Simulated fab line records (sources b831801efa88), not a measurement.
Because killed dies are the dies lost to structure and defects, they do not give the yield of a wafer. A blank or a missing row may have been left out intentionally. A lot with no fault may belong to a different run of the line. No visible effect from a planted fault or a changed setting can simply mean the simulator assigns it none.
Which of the tools did it? || flow gf180mcu || Sampling: 7 lots, 21 wafers, 4 of 602 route steps

## WHAT THE GAUGES READ, wafer by wafer
GF_CONTACT_THK_MEAS_03.
{"lot": "L862", "measured": "day 16 17:17", "on": "film_metro-02", "CONTACT_CVD_02_THK (nm)": "873 897 884"}
{"lot": "L865", "measured": "day 17 19:53", "on": "film_metro-03", "CONTACT_CVD_02_THK (nm)": "847 866 861"}
{"lot": "L867", "measured": "day 18 17:29", "on": "film_metro-02", "CONTACT_CVD_02_THK (nm)": "874 861 875"}
{"lot": "L869", "measured": "day 18 22:23", "on": "film_metro-03", "CONTACT_CVD_02_THK (nm)": "843 877 855"}
{"lot": "L877", "measured": "day 22 10:02", "on": "film_metro-02", "CONTACT_CVD_02_THK (nm)": "879 878 874"}
{"lot": "L879", "measured": "day 22 23:49", "on": "film_metro-03", "CONTACT_CVD_02_THK (nm)": "867 880 878"}
{"lot": "L881", "measured": "day 23 04:58", "on": "film_metro-01", "CONTACT_CVD_02_THK (nm)": "860 843 871"}

## TOOL THAT RAN EACH LOT (tool first, then ch and the chambers of the sampled wafers, then the start)
{"lot": "L862", "GF_LVPWELL_DEVELOP_06": "litho_track-01 ch 0, day 4 20:00", "GF_SALICIDE_SPUTTER_02": "pvd_sputter-02, day 16 16:35", "GF_CONTACT_CVD_02": "pecvd-04 ch 0,2, day 16 17:13"}
{"lot": "L865", "GF_LVPWELL_DEVELOP_06": "litho_track-01 ch 0, day 5 13:00", "GF_SALICIDE_SPUTTER_02": "pvd_sputter-02, day 17 19:10", "GF_CONTACT_CVD_02": "pecvd-03 ch 0,1,2, day 17 19:50"}
{"lot": "L867", "GF_LVPWELL_DEVELOP_06": "litho_track-03 ch 0, day 5 22:00", "GF_SALICIDE_SPUTTER_02": "pvd_sputter-02, day 18 16:46", "GF_CONTACT_CVD_02": "pecvd-04 ch 0,1,2, day 18 17:25"}
{"lot": "L869", "GF_LVPWELL_DEVELOP_06": "litho_track-03 ch 0, day 6 08:00", "GF_SALICIDE_SPUTTER_02": "pvd_sputter-04, day 18 21:40", "GF_CONTACT_CVD_02": "pecvd-04 ch 0,2, day 18 22:18"}
{"lot": "L877", "GF_LVPWELL_DEVELOP_06": "litho_track-01, day 8 12:00", "GF_SALICIDE_SPUTTER_02": "pvd_sputter-02, day 22 09:19", "GF_CONTACT_CVD_02": "pecvd-01 ch 0,1,2, day 22 09:58"}
{"lot": "L879", "GF_LVPWELL_DEVELOP_06": "litho_track-03 ch 0, day 8 23:00", "GF_SALICIDE_SPUTTER_02": "pvd_sputter-02, day 22 23:01", "GF_CONTACT_CVD_02": "pecvd-01 ch 0,1, day 22 23:45"}
{"lot": "L881", "GF_LVPWELL_DEVELOP_06": "litho_track-01 ch 0, day 9 05:00", "GF_SALICIDE_SPUTTER_02": "pvd_sputter-01, day 23 04:16", "GF_CONTACT_CVD_02": "pecvd-03 ch 1,2, day 23 04:53"}
- GF_LVPWELL_DEVELOP_06: develop time 60 s.
- GF_SALICIDE_SPUTTER_02: material Co, target thk 10 nm, time 20 s.
- GF_CONTACT_CVD_02: deposits SiO2 from TEOS, target thk 860 nm, time 95.992 s.

## THE ANSWER, worked out from the rows above alone
Rule: what is usual is taken from the lots themselves. Put in order of their means at a reading, lots are off if they are a third of the lots or fewer, leave a main group of 4 or more, and stand apart from it by a gap of 3 or more times the standard deviation of the main group's means; of several such gaps the widest counts. A main group whose means are all the same, to the digits that the tables above print for the reading, isn't used. Also off: a lot with no number at a reading for which 4 or more lots have one. Any other lot the step has rows for is counted as sound.
No lot is off at any reading shown: from this, nothing can be told.

## WHAT THE SIMULATOR HAD INSERTED
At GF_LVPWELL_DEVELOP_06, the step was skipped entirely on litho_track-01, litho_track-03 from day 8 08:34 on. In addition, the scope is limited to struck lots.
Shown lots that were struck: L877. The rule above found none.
